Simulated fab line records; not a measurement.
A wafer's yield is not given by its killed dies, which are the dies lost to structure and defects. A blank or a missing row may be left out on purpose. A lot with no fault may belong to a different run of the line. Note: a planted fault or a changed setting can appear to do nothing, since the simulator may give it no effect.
fab line records | flow sky130
record: lots: 5 wafers: 14 last-day: 50
route steps=708 shown SD_P@327 RES_XHIGH@332 SD_N@342 SALICIDE@361 PAD_OPEN@708
lots untouched by any fault: they come from a run of this same line in which no faults occurred
start-h: the number of hours between the record's first day and the start of the first shown wafer of the lot | wait-h: hours elapsed since this lot's preceding step | " repeats the value in the row above | L1.1+2: a single row standing in for several wafers | - value missing, or start not given | * or withheld: withheld | < > ~ a bound
route shown NAME@n: a module of which the file shows steps, and the number in the route of the first | usual: average and standard deviation across the fault-free wafers | same: alike in all rows | chamber/n: place in a boat | sites: the reading at each site | _std_site: the values' standard deviation | _edge_site: mean of outer sites minus mean of inner sites | radius-mm: how far each site lies from the wafer's centre | mask NAME#n: copy n | behind: the tool/chamber that last shaped the wafer | hold: reason for holding the lot/hours on hold/outcome of the hold | device: the transistor (n, p or np) that didn't switch | end of line: the tests these same wafers got at the end of their route | where a step has no rows: the recipe by itself | killed: at the first sort, the dies lost to defects and structure; wafer yield is something else | map: a wafer's dies, marking killed ones x, the rest . and places with no die _
set.NAME: the run value of the setting; set.NAME@STEP: its run value at that earlier step | model.NAME: the simulator's own value behind a step, which no gauge read
lots seen at some steps along the route; tables by step, rows by wafer
services: from which hour (start-h, from the record's first day; less than 0 if before it) a tool's chamber was out of use, for how many hours, and why
== steps ==
step: SKY_SD_P_CD_MEAS_07
recipe: target-cd-nm: 380
usual: cd-nm: 380.4/2.7
columns lot.wafer tool chamber start-h wait-h cd-nm
L207.3 cd-sem-02 - 660.54 0.1 381.4
L207.4 " - " " 381.4
L207.6 " - " " 382.8
L214.1 cd-sem-01 - 712.45 0.1 377.3
L214.4 " - " " 379.4
L214.5 " - " " 379.9
L216.3 cd-sem-02 - 728.80 0.1 380.6
L216.4 " - " " 380.6
L221.2 cd-sem-01 - 766.44 0.1 382.1
L221.4 " - " " 384.0
L221.6 " - " " 383.4
L222.1 cd-sem-01 - 771.61 0.1 383.1
L222.5 " - " " 384.0
L222.6 " - " " 383.5
step: SKY_SD_P_OVL_MEAS_08
usual: SD_P_OVL: 0.2/1.5
columns lot.wafer tool chamber start-h wait-h SD_P_OVL[nm]
L207.3 overlay-01 - 660.64 0.1 0.7
L207.4 " - " " 2.8
L207.6 " - " " -1.2
L214.1 overlay-02 - 712.57 0.1 3.6
L214.4 " - " " 0.8
L214.5 " - " " 2.1
L216.3 overlay-01 - 728.89 0.1 0.7
L216.4 " - " " -1.1
L221.2 overlay-02 - 766.55 0.1 0.5
L221.4 " - " " 1.2
L221.6 " - " " 1.0
L222.1 overlay-01 - 771.73 0.1 -1.6
L222.5 " - " " -2.3
L222.6 " - " " -2.0
step: SKY_SD_P_IMPLANT_09
recipe: species: BF2 energy-kev: 20 dose-cm2: 3e+15 tilt-deg: 0
step: SKY_SD_P_STRIP_10
recipe: chemistry: O2/N2 power-w: 1400 pressure-mtorr: 1500 platen-temp-c: withheld o2-flow-sccm: 3000 n2-flow-sccm: 300 overash-fraction: 0.5
usual: drypump-motor-current-A: 6.0/0.47 oes-product-au: 0.617/0.0042 strip-time-to-endpoint-s: 17.51/0.039
columns lot.wafer tool chamber start-h wait-h drypump-motor-current-A oes-product-au rf-hours-counter-h strip-time-to-endpoint-s
L207.3 plasma-asher-04 1 660.84 0.1 5.2 0.616 - 17.53
L207.4 " 0 " " 6.3 0.616 - 17.48
L207.6 " 1 " " 5.2 0.622 - 17.52
L214.1 plasma-asher-03 0 712.76 0.1 6.3 0.617 89 17.57
L214.4 " 1 " " 6.5 0.619 - 17.57
L214.5 " 0 " " 6.3 0.615 - 17.56
L216.3 plasma-asher-04 1 729.10 0.1 5.2 0.614 - 17.58
L216.4 " 0 " " 6.3 0.617 - 17.56
L221.2 plasma-asher-02 0 766.73 0.1 5.7 0.616 34 17.53
L221.4 " 0 " " 5.7 0.616 - 17.47
L221.6 " 0 " " 5.7 0.611 - 17.50
L222.1 plasma-asher-04 1 771.91 0.1 5.2 0.621 2 17.51
L222.5 " 1 " " 5.2 0.623 - 17.48
L222.6 " 0 " " 6.3 0.615 - 17.54
step: SKY_SD_P_TW_MEAS_11
usual: SD_P_TW: 2832/43
columns lot.wafer tool chamber start-h wait-h SD_P_TW
L207.3 film-metro-04 - 660.93 0.1 2901
L207.4 " - " " 2898
L207.6 " - " " 2893
L214.1 film-metro-04 - 712.86 0.1 2870
L214.4 " - " " 2887
L214.5 " - " " 2859
L216.3 film-metro-04 - 729.19 0.1 2901
L216.4 " - " " 2897
L221.2 film-metro-02 - 766.84 0.1 2845
L221.4 " - " " 2842
L221.6 " - " " 2832
L222.1 film-metro-01 - 772.01 0.1 2777
L222.5 " - " " 2770
L222.6 " - " " 2769
step: SKY_RES_XHIGH_DEHYDRATE_00
recipe: temp-c: 200 time-s: 60
step: SKY_RES_XHIGH_HMDS_01
recipe: prime-time-s: 60 prime-temp-c: 120
step: SKY_RES_XHIGH_COAT_02
recipe: resist: NOVOLAK spin-rpm: 3000 resist-thk-nm: 1140
step: SKY_RES_XHIGH_SOFTBAKE_03
recipe: temp-c: 90 time-s: 60 resist: NOVOLAK
step: SKY_RES_XHIGH_EXPOSE_04
recipe: mask-id: URPM na: 0.6 source-shape: conventional sigma-outer: 0.6 polarization: unpolarized target-cd-nm: 1270 dose-mj: 140
step: SKY_RES_XHIGH_PEB_05
recipe: temp-c: withheld time-s: * resist: NOVOLAK
step: SKY_RES_XHIGH_DEVELOP_06
recipe: resist: NOVOLAK developer: TMAH develop-time-s: 60 dev-temp-c: 23
step: SKY_RES_XHIGH_IMPLANT_07
recipe: species: BF2 energy-kev: 20 dose-cm2: 3.6e+14 tilt-deg: 0
columns lot.wafer tool chamber start-h wait-h
L207.3+4+6 implanter-01 0 689.01 0.1
L214.1+4+5 implanter-04 0 739.59 0.1
L216.3+4 implanter-04 0 756.24 0.1
L221.2+4+6 implanter-01 0 793.54 0.1
L222.1+5+6 implanter-03 0 798.21 0.1
step: SKY_RES_XHIGH_STRIP_08
recipe: chemistry: O2/N2 power-w: 1400 pressure-mtorr: 1500 platen-temp-c: withheld o2-flow-sccm: 3000 n2-flow-sccm: 300 overash-fraction: 0.5
usual: drypump-motor-current-A: 5.9/0.45 oes-product-au: 0.711/0.0046 strip-time-to-endpoint-s: 14.28/0.038
columns lot.wafer tool chamber start-h wait-h drypump-motor-current-A oes-product-au rf-hours-counter-h strip-time-to-endpoint-s
L207.3 plasma-asher-02 1 689.14 0.1 6.1 0.710 - 14.29
L207.4 " 0 " " 5.7 0.712 - 14.28
L207.6 " 0 " " 5.7 0.713 - 14.34
L214.1 plasma-asher-03 1 739.74 0.1 6.4 0.711 92 14.23
L214.4 " 0 " " 6.3 0.710 - 14.24
L214.5 " 0 " " 6.3 0.713 - 14.23
L216.3 plasma-asher-03 1 756.38 0.1 6.5 0.718 - 14.15
L216.4 " 0 " " 6.3 0.707 - 14.31
L221.2 plasma-asher-03 1 793.66 0.1 6.5 0.714 98 14.20
L221.4 " 0 " " 6.3 0.707 - 14.22
L221.6 " 1 " " 6.5 0.713 - 14.20
L222.1 plasma-asher-02 1 798.36 0.1 6.1 0.705 37 14.28
L222.5 " 0 " " 5.7 0.713 - 14.29
L222.6 " 1 " " 6.1 0.711 - 14.33
step: SKY_RES_XHIGH_TW_MEAS_09
usual: RES_XHIGH_TW: 1635/28
columns lot.wafer tool chamber start-h wait-h RES_XHIGH_TW
L207.3 film-metro-01 - 689.23 0.1 1612
L207.4 " - " " 1608
L207.6 " - " " 1618
L214.1 film-metro-02 - 739.84 0.1 1638
L214.4 " - " " 1649
L214.5 " - " " 1645
L216.3 film-metro-04 - 756.46 0.1 1568
L216.4 " - " " 1672
L221.2 film-metro-01 - 793.77 0.1 1612
L221.4 " - " " 1612
L221.6 " - " " 1609
L222.1 film-metro-04 - 798.46 0.1 1682
L222.5 " - " " 1661
L222.6 " - " " 1684
step: SKY_SD_N_DEHYDRATE_00
recipe: temp-c: 200 time-s: 60
step: SKY_SD_N_HMDS_01
recipe: prime-time-s: 60 prime-temp-c: 120
step: SKY_SD_N_COAT_02
recipe: resist: NOVOLAK spin-rpm: 3000 resist-thk-nm: 1140
step: SKY_SD_N_SOFTBAKE_03
recipe: temp-c: 90 time-s: 60 resist: NOVOLAK
step: SKY_SD_N_EXPOSE_04
recipe: mask-id: NSDM na: 0.6 source-shape: conventional sigma-outer: 0.6 polarization: unpolarized target-cd-nm: 380 dose-mj: 141
step: SKY_SD_N_PEB_05
recipe: temp-c: withheld time-s: * resist: NOVOLAK
step: SKY_SD_N_DEVELOP_06
recipe: resist: NOVOLAK developer: TMAH develop-time-s: 60 dev-temp-c: 23
step: SKY_SD_N_CD_MEAS_07
recipe: target-cd-nm: 380
usual: cd-nm: 379.8/2.4
columns lot.wafer tool chamber start-h wait-h cd-nm
L207.3 cd-sem-01 - 717.11 0.1 378.2
L207.4 " - " " 376.8
L207.6 " - " " 375.5
L214.1 cd-sem-02 - 767.32 0.1 377.2
L214.4 " - " " 379.2
L214.5 " - " " 377.6
L216.3 cd-sem-01 - 782.80 0.1 380.5
L216.4 " - " " 381.3
L221.2 cd-sem-02 - 820.39 0.1 381.3
L221.4 " - " " 376.6
L221.6 " - " " 379.1
L222.1 cd-sem-01 - 824.46 0.1 380.3
L222.5 " - " " 377.8
L222.6 " - " " 382.8
step: SKY_SD_N_OVL_MEAS_08
usual: SD_N_OVL: 0.5/1.4
columns lot.wafer tool chamber start-h wait-h SD_N_OVL[nm]
L207.3 overlay-01 - 717.21 0.1 0.8
L207.4 " - " " -0.3
L207.6 " - " " 1.0
L214.1 overlay-01 - 767.44 0.1 1.6
L214.4 " - " " -0.3
L214.5 " - " " 3.4
L216.3 overlay-02 - 782.89 0.1 0.3
L216.4 " - " " 0.9
L221.2 overlay-01 - 820.50 0.1 -3.1
L221.4 " - " " 0.9
L221.6 " - " " -1.1
L222.1 overlay-02 - 824.58 0.1 2.6
L222.5 " - " " 3.5
L222.6 " - " " 0.9
step: SKY_SD_N_IMPLANT_09
recipe: species: As energy-kev: 50 dose-cm2: 4e+15 tilt-deg: 0
step: SKY_SD_N_IMPLANT_10
recipe: species: P energy-kev: 20 dose-cm2: 1e+14 tilt-deg: 0
step: SKY_SD_N_STRIP_11
recipe: chemistry: O2/N2 power-w: 1400 pressure-mtorr: 1500 platen-temp-c: withheld o2-flow-sccm: 3000 n2-flow-sccm: 300 overash-fraction: 0.5
usual: drypump-motor-current-A: 5.9/0.53 oes-product-au: 0.528/0.0046 strip-time-to-endpoint-s: 22.57/0.046
columns lot.wafer tool chamber start-h wait-h drypump-motor-current-A oes-product-au rf-hours-counter-h strip-time-to-endpoint-s
L207.3 plasma-asher-01 1 717.56 0.1 5.7 0.529 - 22.64
L207.4 " 0 " " 5.2 0.531 - 22.62
L207.6 " 0 " " 5.2 0.529 - 22.66
L214.1 plasma-asher-01 1 767.78 0.1 5.7 0.532 65 22.55
L214.4 " 0 " " 5.1 0.532 - 22.53
L214.5 " 1 " " 5.7 0.526 - 22.51
L216.3 plasma-asher-01 0 783.25 0.1 5.2 0.529 - 22.61
L216.4 " 1 " " 5.7 0.527 - 22.67
L221.2 plasma-asher-03 1 820.83 0.1 6.5 0.529 101 22.57
L221.4 " 1 " " 6.5 0.532 - 22.56
L221.6 " 0 " " 6.3 0.526 - 22.54
L222.1 plasma-asher-03 0 824.92 0.1 6.3 0.530 101 22.50
L222.5 " 0 " " 6.3 0.528 - 22.51
L222.6 " 1 " " 6.5 0.523 - 22.52
step: SKY_SD_N_TW_MEAS_12
usual: SD_N_TW: 4011/68
columns lot.wafer tool chamber start-h wait-h SD_N_TW
L207.3 film-metro-01 - 717.65 0.1 3903
L207.4 " - " " 3909
L207.6 " - " " 3909
L214.1 film-metro-02 - 767.88 0.1 3979
L214.4 " - " " 3998
L214.5 " - " " 4002
L216.3 film-metro-04 - 783.34 0.1 4041
L216.4 " - " " 4061
L221.2 film-metro-04 - 820.94 0.1 4065
L221.4 " - " " 4056
L221.6 " - " " 4074
L222.1 film-metro-04 - 825.02 0.1 4061
L222.5 " - " " 4041
L222.6 " - " " 4065
step: SKY_SD_N_CLEAN_13
recipe: chemistry: SC1/SC2 mix: 1:4:20 temp-c: 70 time-s: 150 dry: n2-spin
step: SKY_SD_N_RTA_14
recipe: temp-c: 1075 time-s: 2 idle-temp-c: 650 ramp-up-c-per-s: 150 ramp-down-c-per-s: 90 ambient: N2
usual: lamp-power-pct: 15.74/0.048 wafer_temp_C_max: 1078.1/1.4
columns lot.wafer tool chamber start-h wait-h lamp-power-pct wafer_temp_C_max
L207.3 rtp-anneal-02 0 717.76 0.0 15.70 1078.9
L207.4 " 0 " " 15.76 1078.4
L207.6 " 0 " " 15.72 1076.3
L214.1 rtp-anneal-01 0 767.99 0.0 15.75 1077.0
L214.4 " 0 " " 15.73 1078.0
L214.5 " 0 " " 15.76 1079.3
L216.3 rtp-anneal-01 0 783.46 0.0 15.67 1076.8
L216.4 " 0 " " 15.74 1077.4
L221.2 rtp-anneal-02 0 821.05 0.0 15.82 1077.6
L221.4 " 0 " " 15.73 1077.9
L221.6 " 0 " " 15.70 1078.9
L222.1 rtp-anneal-01 0 825.13 0.0 15.76 1078.9
L222.5 " 0 " " 15.78 1078.1
L222.6 " 0 " " 15.75 1078.0
step: SKY_SD_N_RS_MEAS_16
recipe: thk-meas-gauge: four-point-probe
usual: SD_N_RS: 68.56/0.12
columns lot.wafer tool chamber start-h wait-h SD_N_RS[ohm/sq]
L207.3 film-metro-01 - 717.95 0.1 68.79
L207.4 " - " " 68.61
L207.6 " - " " 68.75
L214.1 film-metro-01 - 768.16 0.1 68.63
L214.4 " - " " 68.60
L214.5 " - " " 68.63
L216.3 film-metro-02 - 783.69 0.1 68.51
L216.4 " - " " 68.51
L221.2 film-metro-02 - 821.24 0.1 68.63
L221.4 " - " " 68.66
L221.6 " - " " 68.65
L222.1 film-metro-04 - 825.30 0.1 68.47
L222.5 " - " " 68.66
L222.6 " - " " 68.44
step: SKY_SD_N_RS_MEAS_17
recipe: thk-meas-gauge: four-point-probe
usual: SD_P_RS: 147.1/0.34
columns lot.wafer tool chamber start-h wait-h SD_P_RS[ohm/sq]
L207.3 film-metro-01 - 718.07 0.1 147.9
L207.4 " - " " 147.7
L207.6 " - " " 147.8
L214.1 film-metro-01 - 768.28 0.1 146.7
L214.4 " - " " 147.0
L214.5 " - " " 146.8
L216.3 film-metro-02 - 783.81 0.1 147.1
L216.4 " - " " 147.2
L221.2 film-metro-02 - 821.36 0.1 147.3
L221.4 " - " " 147.1
L221.6 " - " " 147.3
L222.1 film-metro-04 - 825.42 0.1 147.0
L222.5 " - " " 147.5
L222.6 " - " " 147.1
step: SKY_SD_N_RS_MEAS_18
recipe: thk-meas-gauge: four-point-probe
usual: RES_XHIGH_RS: 333.2/1.1
columns lot.wafer tool chamber start-h wait-h RES_XHIGH_RS[ohm/sq]
L207.3 film-metro-01 - 718.19 0.1 334.4
L207.4 " - " " 334.2
L207.6 " - " " 333.1
L214.1 film-metro-01 - 768.40 0.1 335.0
L214.4 " - " " 334.9
L214.5 " - " " 334.4
L216.3 film-metro-02 - 783.93 0.1 393.2
L216.4 " - " " 332.3
L221.2 film-metro-02 - 821.48 0.1 331.8
L221.4 " - " " 331.4
L221.6 " - " " 332.4
L222.1 film-metro-04 - 825.54 0.1 332.4
L222.5 " - " " 333.4
L222.6 " - " " 332.7
step: SKY_SALICIDE_CLEAN_00
recipe: chemistry: HF-last time-s: 30 dilution: 100:1 dry: ipa-marangoni
step: SKY_PAD_OPEN_PROBE_99
usual: killed_at_M0_to_M3: 43/6.7 killed_at_M4_up: 3.2/2.1 killed-at-contacts: 25/5.9 killed-at-front-end: 16/4.7 killed-at-other: 0.3/0.54 killed-dies: 87/9.8 killed-open: 47/6.7 killed-short: 40/6.5
same: gross-dies: 492 killed-at-back-side: 0
columns lot.wafer tool chamber start-h wait-h killed_at_M0_to_M3 killed_at_M4_up killed-at-contacts killed-at-front-end killed-at-other killed-dies killed-open killed-short model.etest.res-xhigh-po.line-ohm-um model.etest.res-xhigh-po.rs-ohm-sq-range model.etest.res-xhigh-po.rs-ohm-sq model.etest.res-xhigh-po.rs-ohm-sq-rim-less-centre
L207.3 prober-02 - 1130.38 0.2 42 6 40 19 0 107 59 48 5779 216.9 2033 -169.9
L207.4 prober-02 - 1130.43 0.2 46 5 39 16 0 106 60 46 5882 172.3 1992 -133.7
L207.6 prober-02 - 1130.53 0.2 46 2 27 16 0 91 51 40 5653 203.2 2001 -158.4
L214.1 prober-01 - 1166.33 0.1 35 4 22 22 0 83 45 38 5708 51.72 1987 -14.61
L214.4 prober-01 - 1166.48 0.2 41 1 28 15 0 85 54 31 5715 56.1 2004 -21.81
L214.5 prober-01 - 1166.53 0.2 33 0 31 3 0 67 41 26 5822 44.62 2030 -9.703
L216.3 prober-01 - 1175.75 0.2 35 2 21 17 0 75 47 28 1.192e+04 2345 4235 -1090
L216.4 prober-01 - 1175.80 0.2 46 1 29 18 0 94 49 45 5698 30.86 1988 -2.659
L221.2 prober-02 - 1199.00 0.1 59 2 32 10 0 103 56 47 5409 120.8 1918 -83.78
L221.4 prober-02 - 1199.10 0.2 28 0 27 14 2 71 35 36 5667 142.5 1948 -97.82
L221.6 prober-02 - 1199.20 0.2 37 3 25 25 1 91 52 39 5543 113.2 1906 -85.11
L222.1 prober-01 - 1201.83 0.1 50 3 24 16 0 93 55 37 5532 110.8 1947 91.53
L222.5 prober-01 - 1202.03 0.2 42 1 29 18 0 90 52 38 5697 96.81 1958 80.06
L222.6 prober-01 - 1202.08 0.2 42 1 17 12 0 72 44 28 5564 103 1946 56.51
killed by level:class
L207.3 CONTACT:geometric-particle:open=17 LI_CONTACT:geometric-particle:open=12 METAL1:geometric-particle:short=10 VIA1:geometric-particle:open=9 CONTACT:geometric-particle:short=6 FIELD_ISO:geometric-particle:short=5 FIELD_ISO:geometric-particle:open=4 POLY_GATE:geometric-particle:short=4
L207.4 LI_CONTACT:geometric-particle:open=15 CONTACT:geometric-particle:open=12 VIA1:geometric-particle:open=8 METAL1:geometric-particle:short=7 VIA3:geometric-particle:open=6 POLY_GATE:geometric-particle:short=5 CONTACT:geometric-particle:short=5 VIA1:geometric-particle:short=5
L207.6 LI_CONTACT:geometric-particle:open=9 METAL1:geometric-particle:short=9 CONTACT:geometric-particle:open=8 VIA1:geometric-particle:open=7 FIELD_ISO:geometric-particle:open=5 CONTACT:geometric-particle:short=5 METAL2:geometric-particle:short=5 VIA2:geometric-particle:open=5
L214.1 LI_CONTACT:geometric-particle:open=10 VIA1:geometric-particle:open=9 POLY_GATE:geometric-particle:short=8 POLY_GATE:geometric-particle:open=6 METAL3:geometric-particle:short=6 VIA1:geometric-particle:short=5 VIA2:geometric-particle:open=5 LI_CONTACT:geometric-particle:short=4
L214.4 CONTACT:geometric-particle:open=12 VIA1:geometric-particle:open=12 VIA3:geometric-particle:open=8 LOCAL_INTERCONNECT:geometric-particle:short=8 LI_CONTACT:geometric-particle:open=6 VIA2:geometric-particle:open=6 METAL1:geometric-particle:short=5 POLY_GATE:geometric-particle:short=4
L214.5 VIA1:geometric-particle:open=14 CONTACT:geometric-particle:open=12 LI_CONTACT:geometric-particle:open=8 CONTACT:geometric-particle:short=5 METAL1:geometric-particle:short=5 METAL2:geometric-particle:short=5 LI_CONTACT:geometric-particle:short=3 VIA3:geometric-particle:short=3
L216.3 CONTACT:geometric-particle:open=11 VIA1:geometric-particle:open=8 VIA2:geometric-particle:open=7 VIA3:geometric-particle:open=7 POLY_GATE:geometric-particle:short=6 FIELD_ISO:geometric-particle:open=4 CONTACT:geometric-particle:short=3 VIA1:geometric-particle:short=3
L216.4 LI_CONTACT:geometric-particle:open=14 METAL3:geometric-particle:short=8 CONTACT:geometric-particle:open=6 METAL1:geometric-particle:short=6 VIA1:geometric-particle:open=6 VIA3:geometric-particle:open=6 FIELD_ISO:geometric-particle:open=5 FIELD_ISO:geometric-particle:short=5
L221.2 VIA1:geometric-particle:open=16 LI_CONTACT:geometric-particle:open=10 CONTACT:geometric-particle:open=10 VIA2:geometric-particle:open=9 METAL2:geometric-particle:short=6 CONTACT:geometric-particle:short=5 METAL1:geometric-particle:short=5 VIA1:geometric-particle:short=5
L221.4 VIA1:geometric-particle:open=10 CONTACT:geometric-particle:open=8 POLY_GATE:geometric-particle:open=5 CONTACT:geometric-particle:short=5 VIA1:geometric-particle:short=5 FIELD_ISO:geometric-particle:short=4 POLY_GATE:geometric-particle:short=4 LI_CONTACT:geometric-particle:open=4
L221.6 LI_CONTACT:geometric-particle:open=11 VIA1:geometric-particle:open=8 VIA2:geometric-particle:open=8 POLY_GATE:geometric-particle:short=7 POLY_GATE:geometric-particle:open=5 VIA1:geometric-particle:short=5 LOCAL_INTERCONNECT:geometric-particle:short=5 CONTACT:geometric-particle:open=5
L222.1 VIA1:geometric-particle:open=17 CONTACT:geometric-particle:open=9 FIELD_ISO:geometric-particle:short=7 VIA2:geometric-particle:open=7 LI_CONTACT:geometric-particle:open=6 VIA3:geometric-particle:open=6 VIA1:geometric-particle:short=5 METAL2:geometric-particle:short=5
L222.5 CONTACT:geometric-particle:open=10 POLY_GATE:geometric-particle:open=9 VIA1:geometric-particle:open=9 LI_CONTACT:geometric-particle:open=7 METAL1:geometric-particle:short=7 LOCAL_INTERCONNECT:geometric-particle:short=6 METAL2:geometric-particle:short=6 VIA2:geometric-particle:open=5
L222.6 VIA1:geometric-particle:open=11 LI_CONTACT:geometric-particle:open=8 VIA3:geometric-particle:open=8 CONTACT:geometric-particle:open=5 VIA1:geometric-particle:short=5 POLY_GATE:geometric-particle:short=4 VIA2:geometric-particle:open=3 METAL2:geometric-particle:open=3
== services ==
columns tool chamber start-h hours kind
implanter-01 - 656.12 3.2 pm
implanter-04 - 656.32 5.9 repair
plasma-asher-04 - 659.00 1.8 repair
implanter-03 - 667.64 1.9 repair
plasma-asher-04 - 683.71 37.8 repair
rtp-anneal-02 - 705.37 5.2 pm
plasma-asher-04 - 733.75 9.0 pm
plasma-asher-04 0 733.75 9.0 vent-cycle
plasma-asher-04 1 733.75 9.0 vent-cycle
implanter-03 - 742.03 45.8 repair
plasma-asher-04 0 742.75 - clean
plasma-asher-04 1 742.75 - clean
plasma-asher-01 - 755.24 1.5 repair
plasma-asher-03 - 766.98 2.8 pm
plasma-asher-04 - 767.32 0.8 repair
plasma-asher-04 - 777.62 2.9 repair
implanter-03 - 809.33 52.0 pm
implanter-04 - 809.78 3.0 pm
plasma-asher-01 - 818.45 2.8 pm
plasma-asher-04 - 818.71 15.6 pm
== key ==
first-sign: step: SKY_RES_XHIGH_STRIP_08 reading: strip-time-to-endpoint-s direction: down sigmas: 3.6 usual: * struck: *
effect: step: SKY_SD_N_RS_MEAS_18 reading: RES_XHIGH_RS direction: up sigmas: 56 usual: 333.2 struck: 393.2
model-effect: step: SKY_PAD_OPEN_PROBE_99 value: etest.res-xhigh-po.line-ohm-um without: 5746 struck: 1.192e+04
met-at SKY_RES_XHIGH_IMPLANT_07
struck-wafers L216.3
tester-left-out L216
onset-between 739.59 756.24
fault: kind: process-parameter-drift tool: implanter-04 chamber: - onset-h: 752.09 steps: SKY_RES_XHIGH_IMPLANT_07 channel: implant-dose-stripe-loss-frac offset: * shape: step end-h: 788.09 scope: struck-wafers-only
tester-left-out: of these lots the tester's yield and bins aren't shown, on N5 and GAA mostly nor the transistor test; their killed dies are dies lost to structure and defects alone, not to doping, threshold or leakage, so they don't give the yield
